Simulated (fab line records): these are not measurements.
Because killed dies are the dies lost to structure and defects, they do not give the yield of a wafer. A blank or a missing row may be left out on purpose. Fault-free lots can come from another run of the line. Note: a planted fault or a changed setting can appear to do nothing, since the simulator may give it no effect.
The tool behind it: which one? | flow sky130 | 12 lots with 36 wafers sampled at 2 steps, on a route of 708 steps

## WHAT EACH GAUGE READ, for each wafer
SKY_METAL2_OVL_MEAS_16.
lot  | measured     | on         | METAL2_OVL (nm)
L075 | day 35 18:41 | overlay-02 | 0 -5 -1
L078 | day 36 11:29 | overlay-01 | -5 -5 -7
L080 | day 36 21:02 | overlay-01 | -1 1 4
L081 | day 37 10:23 | overlay-01 | -2 0 1
L083 | day 37 23:50 | overlay-02 | -5 -1 -8
L085 | day 38 19:11 | overlay-01 | 10 3 6
L087 | day 39 13:07 | overlay-01 | -1 1 2
L089 | day 39 21:47 | overlay-01 | 7 2 2
L091 | day 40 12:05 | overlay-01 | -4 -6 -7
L092 | day 41 04:38 | overlay-01 | 2 3 2
L095 | day 41 06:25 | overlay-02 | 0 5 2
L097 | day 42 01:29 | overlay-02 | 3 3 4

## WHAT TOOL EACH LOT RAN ON (gives the tool, then ch and the chambers of the sampled wafers, and finally the start)
lot  | SKY_METAL1_SPUTTER_01
L075 | pvdSputter-02, day 32 06:58
L078 | pvdSputter-04, day 33 01:07
L080 | pvdSputter-01, day 33 11:46
L081 | pvdSputter-04, day 34 00:48
L083 | pvdSputter-04, day 34 13:57
L085 | pvdSputter-02, day 35 09:58
L087 | pvdSputter-02, day 36 06:32
L089 | pvdSputter-04, day 36 12:49
L091 | pvdSputter-02, day 37 04:08
L092 | pvdSputter-04, day 37 22:08
L095 | pvdSputter-02, day 38 01:23
L097 | pvdSputter-02, day 38 20:58
- SKY_METAL1_SPUTTER_01: material TiN, target thk 20 nm, time 16.7 s.

## THE ANSWER, worked out from the rows above alone
Rule: what is usual is taken from the lots themselves. The widest of any qualifying gaps counts: lots, ordered by their means at a reading, are off when they make up no more than a third of the lots, leave a main group of 4 or more, and stand apart from it by 3 or more times the standard deviation of that group's means. Not used: any main group whose means are identical at the precision the tables above print for the reading. Also off: a lot with no number at a reading for which 4 or more lots have one. Any other lot the step has rows for is counted as sound.
None of the lots is off at any reading shown; this tells nothing.

## WHAT THE SIMULATOR HAD PUT IN
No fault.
